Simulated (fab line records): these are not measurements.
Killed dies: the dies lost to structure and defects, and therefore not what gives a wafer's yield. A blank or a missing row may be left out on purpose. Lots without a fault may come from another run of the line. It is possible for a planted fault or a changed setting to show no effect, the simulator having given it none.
Check of tool commonality / flow sky130 / Lots sampled 13, wafers sampled 48

== WHAT PROMPTED THE OPENING ==
Of 13 lots, 3 have the reading VT_ADJUST_HVTR_OVL flagged at SKY_VT_ADJUST_HVTR_OVL_MEAS_08. Fault-free wafers read 0.9 nm, with a standard deviation of 1.4.
Rule: a lot is flagged in two cases, either no wafer of it has a number, or all its wafers with numbers fall more than 4 standard deviations from that mean. All remaining lots are regarded as sound.

lot=L334; measured=day 9 11:34; on=overlay-01; VT_ADJUST_HVTR_OVL (nm), wafer by wafer=1.4 1.0 -1.0; flag=
lot=L335; measured=day 9 20:20; on=overlay-01; VT_ADJUST_HVTR_OVL (nm), wafer by wafer=2.1 0.5 2.3; flag=
lot=L337; measured=day 10 12:10; on=overlay-02; VT_ADJUST_HVTR_OVL (nm), wafer by wafer=0.0 1.4 2.8; flag=
lot=L339; measured=day 11 00:58; on=overlay-01; VT_ADJUST_HVTR_OVL (nm), wafer by wafer=1.9 0.7 -1.2; flag=
lot=L340; measured=day 11 09:25; on=overlay-01; VT_ADJUST_HVTR_OVL (nm), wafer by wafer=2.0 1.3 1.7; flag=
lot=L341; measured=day 11 14:16; on=overlay-01; VT_ADJUST_HVTR_OVL (nm), wafer by wafer=1.2 0.8 1.3; flag=
lot=L342; measured=day 11 20:22; on=overlay-01; VT_ADJUST_HVTR_OVL (nm), wafer by wafer=1.4 3.5 2.3; flag=
lot=L343; measured=day 12 01:25; on=overlay-02; VT_ADJUST_HVTR_OVL (nm), wafer by wafer=112.3 112.9 111.0 110.7 110.4 109.4; flag=FLAGGED
lot=L346; measured=day 13 00:10; on=overlay-01; VT_ADJUST_HVTR_OVL (nm), wafer by wafer=0.8 -1.7 0.8; flag=
lot=L349; measured=day 13 22:22; on=overlay-02; VT_ADJUST_HVTR_OVL (nm), wafer by wafer=112.7 114.0 112.2 110.4 111.1 109.6; flag=FLAGGED
lot=L351; measured=day 14 15:15; on=overlay-01; VT_ADJUST_HVTR_OVL (nm), wafer by wafer=115.6 114.4 115.1 113.3 112.1 112.8; flag=FLAGGED
lot=L352; measured=day 14 21:37; on=overlay-02; VT_ADJUST_HVTR_OVL (nm), wafer by wafer=1.8 0.1 1.3; flag=
lot=L355; measured=day 15 21:46; on=overlay-01; VT_ADJUST_HVTR_OVL (nm), wafer by wafer=1.3 0.5 1.1; flag=
On average the flagged lots' numbers are 112.2 nm, which is +111.3 nm against the usual, or +80 standard deviations.

== TOOL THAT RAN EACH LOT ==
Before the reading, the record contains 2 process steps out of a 708-step route. Read each cell as the tool, then ch plus the chambers that the sampled wafers visited, then the start.
lot=L334; flag=; SKY_VT_ADJUST_HVTP_STRIP_10=plasma asher-03 ch 0, day 6 02:39; SKY_VT_ADJUST_HVTR_EXPOSE_04=iline stepper-01 ch 0, day 9 01:22
lot=L335; flag=; SKY_VT_ADJUST_HVTP_STRIP_10=plasma asher-02 ch 0,1, day 6 08:59; SKY_VT_ADJUST_HVTR_EXPOSE_04=iline stepper-02 ch 0, day 9 08:59
lot=L337; flag=; SKY_VT_ADJUST_HVTP_STRIP_10=plasma asher-04 ch 0,1, day 7 00:08; SKY_VT_ADJUST_HVTR_EXPOSE_04=iline stepper-01 ch 0, day 10 01:44
lot=L339; flag=; SKY_VT_ADJUST_HVTP_STRIP_10=plasma asher-04 ch 0,1, day 7 10:29; SKY_VT_ADJUST_HVTR_EXPOSE_04=iline stepper-01 ch 0, day 10 13:25
lot=L340; flag=; SKY_VT_ADJUST_HVTP_STRIP_10=plasma asher-04 ch 0,1, day 7 18:20; SKY_VT_ADJUST_HVTR_EXPOSE_04=iline stepper-01 ch 0, day 10 22:01
lot=L341; flag=; SKY_VT_ADJUST_HVTP_STRIP_10=plasma asher-03 ch 1, day 7 23:00; SKY_VT_ADJUST_HVTR_EXPOSE_04=iline stepper-02 ch 0, day 11 02:50
lot=L342; flag=; SKY_VT_ADJUST_HVTP_STRIP_10=plasma asher-03 ch 0,1, day 8 02:56; SKY_VT_ADJUST_HVTR_EXPOSE_04=iline stepper-01 ch 0, day 11 07:59
lot=L343; flag=FLAGGED; SKY_VT_ADJUST_HVTP_STRIP_10=plasma asher-03 ch 0,1, day 8 07:32; SKY_VT_ADJUST_HVTR_EXPOSE_04=iline stepper-01 ch 0, day 11 13:43
lot=L346; flag=; SKY_VT_ADJUST_HVTP_STRIP_10=plasma asher-03 ch 0,1, day 9 04:55; SKY_VT_ADJUST_HVTR_EXPOSE_04=iline stepper-02 ch 0, day 12 12:31
lot=L349; flag=FLAGGED; SKY_VT_ADJUST_HVTP_STRIP_10=plasma asher-02 ch 0,1, day 10 02:20; SKY_VT_ADJUST_HVTR_EXPOSE_04=iline stepper-01 ch 0, day 13 10:41
lot=L351; flag=FLAGGED; SKY_VT_ADJUST_HVTP_STRIP_10=plasma asher-04 ch 0,1, day 10 14:35; SKY_VT_ADJUST_HVTR_EXPOSE_04=iline stepper-01 ch 0, day 14 02:40
lot=L352; flag=; SKY_VT_ADJUST_HVTP_STRIP_10=plasma asher-02 ch 0,1, day 10 21:35; SKY_VT_ADJUST_HVTR_EXPOSE_04=iline stepper-02 ch 0, day 14 08:23
lot=L355; flag=; SKY_VT_ADJUST_HVTP_STRIP_10=plasma asher-04 ch 0,1, day 11 17:33; SKY_VT_ADJUST_HVTR_EXPOSE_04=iline stepper-02 ch 0, day 15 08:04
What is done by these steps:
- SKY_VT_ADJUST_HVTP_STRIP_10: strips in O2/N2.
- SKY_VT_ADJUST_HVTR_EXPOSE_04: exposes mask HVTRM, target cd 380 nm.
- SKY_VT_ADJUST_HVTR_OVL_MEAS_08

== FLAGGED AGAINST TOTAL, ONE TOOL AT A TIME (gauges that did the reading follow at the end) ==
step=SKY_VT_ADJUST_HVTP_STRIP_10; tool=plasma asher-02; lots run=3; flagged=1; share of the flagged lots=some; sound lots run after its first flagged lot=1 (L352)
step=SKY_VT_ADJUST_HVTP_STRIP_10; tool=plasma asher-03; lots run=5; flagged=1; share of the flagged lots=some; sound lots run after its first flagged lot=1 (L346)
step=SKY_VT_ADJUST_HVTP_STRIP_10; tool=plasma asher-04; lots run=5; flagged=1; share of the flagged lots=some; sound lots run after its first flagged lot=1 (L355)
step=SKY_VT_ADJUST_HVTR_EXPOSE_04; tool=iline stepper-01; lots run=8; flagged=3; share of the flagged lots=all; sound lots run after its first flagged lot=0
step=SKY_VT_ADJUST_HVTR_EXPOSE_04; tool=iline stepper-02; lots run=5; flagged=0; share of the flagged lots=none; sound lots run after its first flagged lot=-
step=SKY_VT_ADJUST_HVTR_OVL_MEAS_08; tool=overlay-01; lots run=9; flagged=1; share of the flagged lots=some; sound lots run after its first flagged lot=1 (L355)
step=SKY_VT_ADJUST_HVTR_OVL_MEAS_08; tool=overlay-02; lots run=4; flagged=2; share of the flagged lots=some; sound lots run after its first flagged lot=1 (L352)

== WHAT THE TABLE ALLOWS ==
1 row of the table ran every flagged lot: iline stepper-01 at SKY_VT_ADJUST_HVTR_EXPOSE_04.
- iline stepper-01 at SKY_VT_ADJUST_HVTR_EXPOSE_04 ran 8 lots, 3 of them flagged. Last sound lot L342 at day 11 07:59, first flagged lot L343 at day 11 13:43; a fault beginning in between fits.
One tool is left: iline stepper-01 at SKY_VT_ADJUST_HVTR_EXPOSE_04.

== WHAT THE SIMULATOR PUT IN ==
Scanner matching overlay: iline stepper-01, from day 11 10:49 on, at SKY_VT_ADJUST_HVTR_EXPOSE_04. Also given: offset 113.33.
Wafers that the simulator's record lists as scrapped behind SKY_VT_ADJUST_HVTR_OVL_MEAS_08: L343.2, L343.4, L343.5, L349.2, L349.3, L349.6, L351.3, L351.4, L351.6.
Shown lots that were struck: L343, L349, L351. The rule above reached the same finding.
